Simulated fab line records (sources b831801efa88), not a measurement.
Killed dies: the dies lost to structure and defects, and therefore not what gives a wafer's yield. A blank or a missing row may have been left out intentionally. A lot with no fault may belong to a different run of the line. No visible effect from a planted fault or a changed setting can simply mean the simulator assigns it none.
A struck lot beside a sound one    flow sky130    16 out of 708 route steps
Sound: the wafers L183.3, L183.5, L183.6. Struck: wafer L189.2. (L189.1, L189.6 of the same lot were not struck and are left out.) The cause comes at the end.
At each step with rows: each side's tool, then ch and its chambers, then its first start. Under that, the readings that differ: sound wafers    struck wafers    difference of the means    sigmas: that difference in standard deviations of wafers without a fault.
alike: a reading whose means differ by less than 2 such deviations, as well as words and numbers matching on both sides. not compared: withheld readings; readings where some wafer has no value; bounds like >300 that might hide an equal value; numbers whose values overlap and for which the record gives no deviation.
Wherever a step has rows on one side only, a row that says differs or no value, or a row with sigmas, the two part there. Non-overlapping numbers with no deviation appear without sigmas and do not part them. Lack of a reading on every wafer of one side parts them only where that side has two or more wafers.

first, 7 steps without rows for these wafers: SKY_METAL4_HMDS_06 (prime time 60 s); SKY_METAL4_COAT_07 (resist thk 60 nm); SKY_METAL4_COAT_08 (resist thk 1140 nm); SKY_METAL4_SOFTBAKE_09 (time 90 s); SKY_METAL4_EXPOSE_10 (exposes mask MM4, target cd 300 nm); SKY_METAL4_PEB_11; SKY_METAL4_DEVELOP_12 (develop time 60 s).
SKY_METAL4_CD_MEAS_13: the cd target is 300 nm.
  struck on cd-sem-01, day 45 00:01; sound on cd-sem-01, day 43 07:31
  alike: cd-nm
SKY_METAL4_OVL_MEAS_14:
  struck on overlay-01, day 45 00:08; sound on overlay-02, day 43 07:37
  alike: METAL4_OVL
SKY_METAL4_DESCUM_15: chemistry O2, time 8 s.
  sound on rie-metal-04 ch 0,1, day 43 07:38; struck on rie-metal-04 ch 1, day 45 00:10
reading                 sound  struck  difference                    sigmas
rf-hours-counter-h (h)  - - -  16      no value on the sound wafers  
  alike: drypump-motor-current-A, oes-product-au
SKY_METAL4_ETCH_16: etches BARC in N2/H2, stops on SiO2, time 88.2 s, target depth 60 nm.
  sound on rie-metal-04 ch 0,1, day 43 07:41; struck on rie-metal-04 ch 1, day 45 00:12
reading                 sound  struck  difference                    sigmas
rf-hours-counter-h (h)  - - -  16      no value on the sound wafers  
  alike: drypump-motor-current-A, oes-product-au, throttle-valve-pct
SKY_METAL4_ETCH_17: etches SiO2 in C4F8/O2/Ar, stops on TiN, time 3.9 s, target depth 15 nm.
  sound on rie-diel-04 ch 0,1,2, day 43 07:46; struck on rie-diel-02 ch 0, day 45 00:18
  alike: oes-product-au
  not compared: rf-hours-counter-h
SKY_METAL4_METAL_ETCH_18: etches the open film in Cl2/BCl3, stops on SiO2, target depth 845 nm, time 183.1 s.
  sound on rie-metal-02 ch 0,1, day 43 07:50; struck on rie-metal-02 ch 0, day 45 00:19
reading                                        sound              struck   difference                    sigmas
oes-product-au (a.u.)                          0.874 0.863 0.867  0.805    -0.063                        -10
over-etch-frac                                 0.3 0.3 0.3        0.48359  +0.18359                      
rf-hours-counter-h (h)                         - - -              9        no value on the sound wafers  
model.KrF-thick_of_METAL4_COAT_08.thk-nm (nm)  524.2 516.9 516.3  456.7    -62.4                         
model.METAL4.cd-nm (nm)                        304.5 300.5 303.9  291.4    -11.6                         
model.SiO2_of_VIA3_HDPCVD_00.thk-nm (nm)       435.5 434.4 435    432.2    -2.8                          
  alike: bcl3-flow-sccm, drypump-motor-current-A, throttle-valve-pct
SKY_METAL4_STRIP_19: strips in O2/N2.
  sound on plasma-asher-03 ch 0,1, day 43 07:59; struck on plasma-asher-01 ch 1, day 45 00:29
reading                       sound              struck  difference                    sigmas
oes-product-au (a.u.)         0.493 0.504 0.495  0.462   -0.035                        -7
rf-hours-counter-h (h)        - - -              32      no value on the sound wafers  
strip-time-to-endpoint-s (s)  6.52 6.43 6.43     5.82    -0.64                         -9
  alike: drypump-motor-current-A
then, 1 step without rows for these wafers: SKY_METAL4_STRIP_20 (strips in post etch residue remover, time 1200 s).
-- the record jumps here: 4 days lie between the struck wafers' starts before and after (it left off in module METAL4 and takes up again in module PAD_OPEN, whose first step shown is number 708 of the route) --
SKY_PAD_OPEN_PROBE_99:
  struck on prober-02, day 48 15:51; sound on prober-01, day 47 04:22
reading                         sound                struck  difference  sigmas
model.etest.met4.width-nm (nm)  304.9 300.2 303.9    292.6   -10.4       
model.etest.met4.line-ohm-um    0.139 0.1421 0.1403  0.1479  +0.0074     
  alike: defect-limited-yield, killed_at_M0_to_M3, killed_at_M4_up, killed-at-contacts, killed-at-front-end, killed-at-other, killed-dies, killed-open, killed-short, sort_bin_3_pad_short, sort_bin_5_function, sort_bin_6_memory, sort-n-pass, sort-yield-pct

== WHERE THEY PART ==
At SKY_METAL4_DESCUM_15 first; at SKY_METAL4_STRIP_19 last (within this record only). Later steps at which nothing parts them and some readings are alike: SKY_PAD_OPEN_PROBE_99.

WHY: whatever the simulator had introduced
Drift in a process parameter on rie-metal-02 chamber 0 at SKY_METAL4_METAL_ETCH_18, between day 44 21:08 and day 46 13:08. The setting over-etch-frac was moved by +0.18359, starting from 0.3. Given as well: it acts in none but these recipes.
